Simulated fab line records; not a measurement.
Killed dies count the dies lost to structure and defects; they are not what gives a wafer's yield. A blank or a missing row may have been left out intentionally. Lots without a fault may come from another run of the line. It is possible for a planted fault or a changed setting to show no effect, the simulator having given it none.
fab line records -- flow gf180mcu
record lots=6, wafers=18, last_day=34
route steps=602 shown V3@444 M4@456
lots untouched by any fault: they come from a run of this same line in which no faults occurred
start_h: hours from the record's first day to the start of the lot's first wafer shown -- wait_h: time in hours since the lot's previous step -- " same as the row above -- L1.1+2: a row that stands for several wafers -- - no value, or no start given -- * or withheld: withheld -- < > ~ a bound
route shown NAME@n: a module of which the file shows steps, and the number in the route of the first -- usual: the fault-free wafers' mean and standard deviation -- same: alike in all rows -- chamber/n: place in a boat -- sites: the reading at each site -- _std_site: standard deviation of those values -- _edge_site: inner sites' mean taken away from outer sites' mean -- radius_mm: how far each site lies from the wafer's centre -- mask NAME#n: copy n -- behind: the last tool/chamber to shape the wafer -- hold: why the lot was held/for how many hours/how that ended -- device: whichever transistor did not switch (one of n, p or np) -- end of line: the route-end tests of the same wafers -- a step with no rows: only its recipe -- killed: dies that structure and defects cost at the first sort, which is not the same as the wafer's yield -- map: the dies of a wafer, with x for killed, . for not killed, _ for no die there
set.NAME: the setting the step ran with; set.NAME@STEP: the setting that earlier step ran with -- model.NAME: the simulator's own value behind a step, which no gauge read
certain route steps with their lots: each step a table, each wafer a row
services: when a tool's chamber went out of use (start_h, in hours from the record's first day, below 0 if earlier), for how many hours, and the reason
## steps
# step GF_V3_OVL_MEAS_15
# usual V3_OVL=-3/5.1
lot.wafer,tool,chamber,start_h,wait_h,V3_OVL[nm]
L992.1,overlay-01,-,503.61,0.1,-8
L992.4,overlay-01,-,503.61,0.1,-3
L992.6,overlay-01,-,503.61,0.1,0
L996.1,overlay-01,-,546.91,0.1,-4
L996.2,overlay-01,-,546.91,0.1,-7
L996.5,overlay-01,-,546.91,0.1,-6
L110.3,overlay-01,-,653.32,0.1,-7
L110.4,overlay-01,-,653.32,0.1,-6
L110.5,overlay-01,-,653.32,0.1,-8
L111.1,overlay-01,-,663.21,0.1,-1
L111.2,overlay-01,-,663.21,0.1,-2
L111.3,overlay-01,-,663.21,0.1,0
L112.1,overlay-01,-,671.06,0.1,6
L112.5,overlay-01,-,671.06,0.1,2
L112.6,overlay-01,-,671.06,0.1,-2
L115.1,overlay-02,-,693.81,0.1,-6
L115.2,overlay-02,-,693.81,0.1,-4
L115.6,overlay-02,-,693.81,0.1,-6
# step GF_V3_ETCH_16
# recipe chemistry=N2/H2, target_depth_a=withheld, overetch_a=withheld, time_s=withheld, target=BARC, ion_energy_ev=200, source_w=500, bias_w=100, pressure_mtorr=30, n2_flow_sccm=100, h2_flow_sccm=200
# usual drypump_motor_current_A=5.6/0.59, n2_flow_sccm=99.98/0.29, oes_product_au=0.854/0.0045, throttle_valve_pct=13.224/0.0087
lot.wafer,tool,chamber,start_h,wait_h,drypump_motor_current_A,n2_flow_sccm,oes_product_au,throttle_valve_pct
L992.1,rie_diel-04,3,503.65,0.0,5.0,100.25,0.855,13.238
L992.4,rie_diel-04,3,503.65,0.0,5.0,100.30,0.854,13.226
L992.6,rie_diel-04,0,503.65,0.0,5.4,99.67,0.848,13.212
L996.1,rie_diel-02,3,546.94,0.0,5.7,100.46,0.858,13.235
L996.2,rie_diel-02,0,546.94,0.0,6.2,99.59,0.856,13.222
L996.5,rie_diel-02,1,546.94,0.0,6.4,100.08,0.857,13.216
L110.3,rie_diel-04,2,653.34,0.0,6.1,100.52,0.845,13.218
L110.4,rie_diel-04,3,653.34,0.0,5.0,100.12,0.852,13.224
L110.5,rie_diel-04,0,653.34,0.0,5.4,100.41,0.852,13.224
L111.1,rie_diel-03,2,663.25,0.0,5.1,99.87,0.851,13.214
L111.2,rie_diel-03,0,663.25,0.0,5.0,100.14,0.854,13.221
L111.3,rie_diel-03,3,663.25,0.0,6.6,100.30,0.844,13.223
L112.1,rie_diel-03,2,671.09,0.0,5.1,99.82,0.847,13.202
L112.5,rie_diel-03,1,671.09,0.0,5.1,99.59,0.850,13.229
L112.6,rie_diel-03,2,671.09,0.0,5.1,100.26,0.866,13.230
L115.1,rie_diel-04,0,693.84,0.0,5.4,99.89,0.858,13.235
L115.2,rie_diel-04,2,693.84,0.0,6.1,99.94,0.856,13.232
L115.6,rie_diel-04,3,693.84,0.0,5.0,100.04,0.851,13.214
# step GF_V3_ETCH_17
# recipe chemistry=C4F8/O2/Ar, mask_material=KrF, target=SiO2, stop_on=TiN, source_w=1500, bias_w=1200, pressure_mtorr=40, c4f8_flow_sccm=withheld, O2_flow_sccm=6, Ar_flow_sccm=300, time_s=withheld, target_depth_a=6350
# usual oes_product_au=0.855/0.0048
lot.wafer,tool,chamber,start_h,wait_h,oes_product_au
L992.1,rie_diel-04,3,-,-,0.862
L992.4,rie_diel-04,3,-,-,0.852
L992.6,rie_diel-04,0,-,-,0.857
L996.1,rie_diel-02,3,-,-,0.853
L996.2,rie_diel-02,0,-,-,0.864
L996.5,rie_diel-02,1,-,-,0.852
L110.3,rie_diel-04,2,-,-,0.853
L110.4,rie_diel-04,3,-,-,0.853
L110.5,rie_diel-04,0,-,-,0.861
L111.1,rie_diel-03,2,-,-,0.850
L111.2,rie_diel-03,0,-,-,0.854
L111.3,rie_diel-03,3,-,-,0.852
L112.1,rie_diel-03,2,-,-,0.861
L112.5,rie_diel-03,1,-,-,0.849
L112.6,rie_diel-03,2,-,-,0.855
L115.1,rie_diel-04,0,-,-,0.851
L115.2,rie_diel-04,2,-,-,0.843
L115.6,rie_diel-04,3,-,-,0.866
# step GF_V3_STRIP_18
# recipe chemistry=O2/N2, power_w=1400, pressure_mtorr=1500, platen_temp_c=250, o2_flow_sccm=3000, n2_flow_sccm=300, overash_fraction=0.5
# step GF_V3_STRIP_19
# recipe chemistry=post_etch_residue_remover, time_s=1200, temp_c=72.5
# step GF_V3_CLEAN_20
# recipe chemistry=DIW, dry=n2_spin
# step GF_V3_SPUTTER_21
# recipe material=Ti, target_thk_nm=15, chamber_pressure_pa=5, power_w=2500, substrate_temp_c=200, time_s=80.02
# step GF_V3_SPUTTER_22
# recipe material=TiN, target_thk_nm=10, chamber_pressure_pa=5, power_w=4000, time_s=40
# usual cathode_dc_power_W=4000.0/0.69, chamber_pressure_pa=5.000/0.011, throttle_valve_pct=30.5/1.3
lot.wafer,tool,chamber,start_h,wait_h,cathode_dc_power_W,chamber_pressure_pa,throttle_valve_pct
L992.1,pvd_sputter-02,-,504.38,0.0,3999.6,5.003,31.5
L992.4,pvd_sputter-02,-,504.38,0.0,4001.0,4.982,27.5
L992.6,pvd_sputter-02,-,504.38,0.0,3999.7,5.003,27.4
L996.1,pvd_sputter-04,-,547.67,0.0,3999.2,4.999,29.3
L996.2,pvd_sputter-04,-,547.67,0.0,4001.0,4.981,31.1
L996.5,pvd_sputter-04,-,547.67,0.0,3999.7,5.004,30.5
L110.3,pvd_sputter-01,-,654.10,0.0,4000.4,4.998,29.6
L110.4,pvd_sputter-01,-,654.10,0.0,3999.2,4.995,31.4
L110.5,pvd_sputter-01,-,654.10,0.0,3999.2,4.994,29.5
L111.1,pvd_sputter-01,-,663.98,0.0,4000.0,4.996,31.8
L111.2,pvd_sputter-01,-,663.98,0.0,3998.3,4.996,31.4
L111.3,pvd_sputter-01,-,663.98,0.0,3999.6,5.015,30.9
L112.1,pvd_sputter-01,-,671.83,0.0,4001.0,5.011,29.5
L112.5,pvd_sputter-01,-,671.83,0.0,3999.4,4.994,31.2
L112.6,pvd_sputter-01,-,671.83,0.0,4000.2,4.993,31.1
L115.1,pvd_sputter-04,-,694.60,0.0,3999.8,5.021,29.7
L115.2,pvd_sputter-04,-,694.60,0.0,4000.4,5.010,31.8
L115.6,pvd_sputter-04,-,694.60,0.0,4000.2,5.008,31.9
# step GF_V3_CVD_23
# recipe material=W, target_thk_nm=350, time_s=104.9, temp_c=400, pressure_torr=40
# usual chamber_pressure_Torr=40.00/0.089, heater_power_outer_w=535/40, heater_power_w=894/87
lot.wafer,tool,chamber,start_h,wait_h,chamber_pressure_Torr,heater_power_outer_w,heater_power_w
L992.1,cvd_w-01,0,504.42,0.0,40.03,483,796
L992.4,cvd_w-01,1,504.42,0.0,40.02,520,845
L992.6,cvd_w-01,1,504.42,0.0,40.02,516,855
L996.1,cvd_w-01,0,547.71,0.0,39.99,479,770
L996.2,cvd_w-01,1,547.71,0.0,40.09,515,849
L996.5,cvd_w-01,0,547.71,0.0,40.00,486,821
L110.3,cvd_w-01,0,654.21,0.1,40.01,489,794
L110.4,cvd_w-01,0,654.21,0.1,39.93,480,812
L110.5,cvd_w-01,0,654.21,0.1,40.02,504,811
L111.1,cvd_w-01,0,664.02,0.0,39.72,485,817
L111.2,cvd_w-01,1,664.02,0.0,39.97,521,823
L111.3,cvd_w-01,0,664.02,0.0,39.89,485,823
L112.1,cvd_w-02,0,671.86,0.0,40.12,561,919
L112.5,cvd_w-02,1,671.86,0.0,40.03,586,1028
L112.6,cvd_w-02,0,671.86,0.0,39.92,545,925
L115.1,cvd_w-02,1,694.64,0.0,39.94,602,1025
L115.2,cvd_w-02,1,694.64,0.0,39.87,592,1034
L115.6,cvd_w-02,1,694.64,0.0,39.92,597,1052
# step GF_V3_RS_MEAS_24
# recipe thk_meas_gauge=four-point-probe, reads=W_of_V3_CVD_23+TiN_of_V3_SPUTTER_22+Ti_of_V3_SPUTTER_21
# usual V3_W_RS=0.327/0.0036
lot.wafer,tool,chamber,start_h,wait_h,V3_W_RS[ohm/sq]
L992.1,film_metro-04,-,504.53,0.1,0.329
L992.4,film_metro-04,-,504.53,0.1,0.329
L992.6,film_metro-04,-,504.53,0.1,0.329
L996.1,film_metro-01,-,547.82,0.1,0.327
L996.2,film_metro-01,-,547.82,0.1,0.326
L996.5,film_metro-01,-,547.82,0.1,0.331
L110.3,film_metro-01,-,654.40,0.2,0.329
L110.4,film_metro-01,-,654.40,0.2,0.329
L110.5,film_metro-01,-,654.40,0.2,0.330
L111.1,film_metro-04,-,664.13,0.1,0.332
L111.2,film_metro-04,-,664.13,0.1,0.326
L111.3,film_metro-04,-,664.13,0.1,0.328
L112.1,film_metro-01,-,671.98,0.1,0.320
L112.5,film_metro-01,-,671.98,0.1,0.328
L112.6,film_metro-01,-,671.98,0.1,0.325
L115.1,film_metro-04,-,694.86,0.2,0.325
L115.2,film_metro-04,-,694.86,0.2,0.324
L115.6,film_metro-04,-,694.86,0.2,0.321
# step GF_V3_THK_MEAS_25
# recipe thk_meas_gauge=xrf, reads=W_of_V3_CVD_23
# usual V3_W_THK=351/4.4
lot.wafer,tool,chamber,start_h,wait_h,V3_W_THK[nm]
L992.1,film_metro-04,-,504.65,0.1,351
L992.4,film_metro-04,-,504.65,0.1,353
L992.6,film_metro-04,-,504.65,0.1,352
L996.1,film_metro-01,-,547.94,0.1,351
L996.2,film_metro-01,-,547.94,0.1,353
L996.5,film_metro-01,-,547.94,0.1,348
L110.3,film_metro-01,-,654.50,0.1,354
L110.4,film_metro-01,-,654.50,0.1,349
L110.5,film_metro-01,-,654.50,0.1,352
L111.1,film_metro-04,-,664.25,0.1,347
L111.2,film_metro-04,-,664.25,0.1,355
L111.3,film_metro-04,-,664.25,0.1,352
L112.1,film_metro-01,-,672.10,0.1,357
L112.5,film_metro-01,-,672.10,0.1,352
L112.6,film_metro-01,-,672.10,0.1,352
L115.1,film_metro-04,-,694.98,0.1,354
L115.2,film_metro-04,-,694.98,0.1,356
L115.6,film_metro-04,-,694.98,0.1,358
# step GF_V3_CMP_26
# recipe stop_on=SiO2, down_force_psi=3.5, platen_rpm=60, t_overpolish_s=15.76, target_thk_nm=0, pad_velocity_m_s=0.94248
# usual edge_zone_pressure_frac=1.001/0.0051, head_pressure_psi=3.501/0.0091, motor_current_A=11.3/0.96, overpolish_run_s=15.760/0.0089, slurry_flow_ml_min=150.1/0.47, time_to_endpoint_s=84/3.3
lot.wafer,tool,chamber,start_h,wait_h,edge_zone_pressure_frac,head_pressure_psi,motor_current_A,overpolish_run_s,slurry_flow_ml_min,time_to_endpoint_s
L992.1,cmp-02,2,504.71,0.1,1.004,3.502,11.2,15.767,150.6,80
L992.4,cmp-02,1,504.71,0.1,1.002,3.511,10.4,15.767,150.1,85
L992.6,cmp-02,3,504.71,0.1,1.004,3.495,12.2,15.769,150.4,79
L996.1,cmp-02,3,548.05,0.1,1.001,3.494,12.7,15.758,149.6,84
L996.2,cmp-02,1,548.05,0.1,1.001,3.497,10.3,15.748,150.8,89
L996.5,cmp-02,3,548.05,0.1,0.996,3.503,12.5,15.762,150.1,78
L110.4,cmp-01,3,654.54,0.0,1.002,3.492,9.9,15.767,149.5,85
L110.3,cmp-01,1,654.54,0.0,0.990,3.490,10.7,15.769,150.1,83
L110.5,cmp-01,3,654.54,0.0,1.000,3.491,10.0,15.772,149.4,83
L111.3,cmp-01,0,664.36,0.1,0.991,3.502,11.7,15.757,150.7,79
L111.2,cmp-01,1,664.36,0.1,1.003,3.513,10.8,15.766,149.9,81
L111.1,cmp-01,2,664.36,0.1,0.999,3.497,11.4,15.751,150.0,78
L112.1,cmp-01,2,672.50,0.4,0.999,3.500,11.8,15.769,150.3,81
L112.5,cmp-01,3,672.50,0.4,0.988,3.482,9.3,15.751,151.1,83
L112.6,cmp-01,0,672.50,0.4,1.006,3.509,11.9,15.746,150.3,84
L115.1,cmp-01,3,695.04,0.1,0.998,3.497,10.1,15.758,150.5,83
L115.2,cmp-01,1,695.04,0.1,1.002,3.509,10.3,15.773,150.1,87
L115.6,cmp-01,0,695.04,0.1,1.002,3.506,12.0,15.763,149.7,85
# step GF_M4_SPUTTER_00
# recipe material=Ti, target_thk_nm=37.5, arriving_ion_energy_ev=80, substrate_temp_c=200, chamber_pressure_pa=2, power_w=4000, time_s=150
# usual cathode_dc_power_W=4000.1/0.77, chamber_pressure_pa=2.000/0.004, throttle_valve_pct=30.6/0.77
lot.wafer,tool,chamber,start_h,wait_h,cathode_dc_power_W,chamber_pressure_pa,throttle_valve_pct
L992.1,pvd_sputter-04,-,505.01,0.2,3999.8,1.992,29.3
L992.4,pvd_sputter-04,-,505.01,0.2,4000.1,1.992,30.9
L992.6,pvd_sputter-04,-,505.01,0.2,3999.9,2.000,30.3
L996.1,pvd_sputter-01,-,548.30,0.2,4000.1,2.001,31.4
L996.2,pvd_sputter-01,-,548.30,0.2,3999.2,2.002,29.5
L996.5,pvd_sputter-01,-,548.30,0.2,3999.5,1.993,29.6
L110.3,pvd_sputter-04,-,654.84,0.1,-,-,-
L110.4,pvd_sputter-04,-,654.84,0.1,-,-,-
L110.5,pvd_sputter-04,-,654.84,0.1,-,-,-
L111.1,pvd_sputter-01,-,664.61,0.1,-,-,-
L111.2,pvd_sputter-01,-,664.61,0.1,-,-,-
L111.3,pvd_sputter-01,-,664.61,0.1,-,-,-
L112.1,pvd_sputter-01,-,672.65,0.1,3999.2,2.000,31.0
L112.5,pvd_sputter-01,-,672.65,0.1,4001.8,1.998,31.3
L112.6,pvd_sputter-01,-,672.65,0.1,4000.4,1.999,31.1
L115.1,pvd_sputter-01,-,695.34,0.2,3999.0,2.002,31.3
L115.2,pvd_sputter-01,-,695.34,0.2,3999.8,1.999,31.2
L115.6,pvd_sputter-01,-,695.34,0.2,3999.0,2.005,30.9
# step GF_M4_SPUTTER_01
# recipe material=TiN, target_thk_nm=30, power_w=6500, time_s=25, chamber_pressure_pa=0.4
## services
tool,chamber,start_h,hours,kind
rie_diel-03,2,482.96,4.8,repair
rie_diel-04,1,488.06,6.9,repair
cvd_w-02,1,490.12,5.2,repair
cvd_w-01,1,515.69,6.1,repair
pvd_sputter-04,-,515.84,4.2,repair
rie_diel-02,0,524.11,11.0,repair
rie_diel-02,1,533.63,6.9,repair
rie_diel-04,-,549.99,15.6,pm
cmp-01,-,566.35,1.5,repair
cmp-01,-,572.16,4.0,pm
pvd_sputter-04,-,574.91,3.3,repair
cmp-02,-,576.16,8.2,pm
rie_diel-03,2,582.14,4.1,repair
pvd_sputter-01,-,584.11,3.1,repair
rie_diel-02,1,594.37,2.4,repair
cmp-02,-,596.35,0.3,repair
pvd_sputter-04,-,598.76,6.2,repair
cvd_w-02,-,609.59,6.0,pm
pvd_sputter-01,-,635.58,1.7,repair
rie_diel-04,1,637.46,6.6,repair
cvd_w-01,1,645.90,13.1,repair
rie_diel-03,-,650.84,2.8,pm
cmp-02,-,659.28,11.0,repair
rie_diel-04,-,692.68,0.8,repair
## key
first_sign step=GF_M4_SPUTTER_00, reading=tool_record, direction=missing
effect none on later readings
met_at GF_M4_SPUTTER_00
struck_wafers L110.3,L110.4,L110.5,L111.1,L111.2,L111.3
later_rows_left_out L110.3,L110.4,L110.5,L111.1,L111.2,L111.3
sort_left_out L110.3,L110.4,L110.5,L111.1,L111.2,L111.3
tester_left_out L111
onset_between 548.30 654.84
earlier_fault kind=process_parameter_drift, tool=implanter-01, chamber=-, onset_h=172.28, steps=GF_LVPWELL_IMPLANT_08, channel=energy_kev, offset=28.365, shape=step, end_h=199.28, acts_in=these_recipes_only, stated=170
fault kind=skipped_step_whole, tool=pvd_sputter-01,pvd_sputter-04, chamber=-, onset_h=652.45, steps=GF_M4_SPUTTER_00, scope=struck_lots_only
# tester_left_out: of these lots the tester's yield and bins aren't shown, on N5 and GAA mostly nor the transistor test; their killed dies are dies lost to structure and defects alone, not to doping, threshold or leakage, so they don't give the yield
# sort_left_out: the simulated sort isn't trusted on such a fault, so these wafers' sort isn't shown, and their yield isn't known
# later_rows_left_out: the simulator's readings of these wafers behind a module that went badly wrong aren't trusted and aren't shown, but for the sort
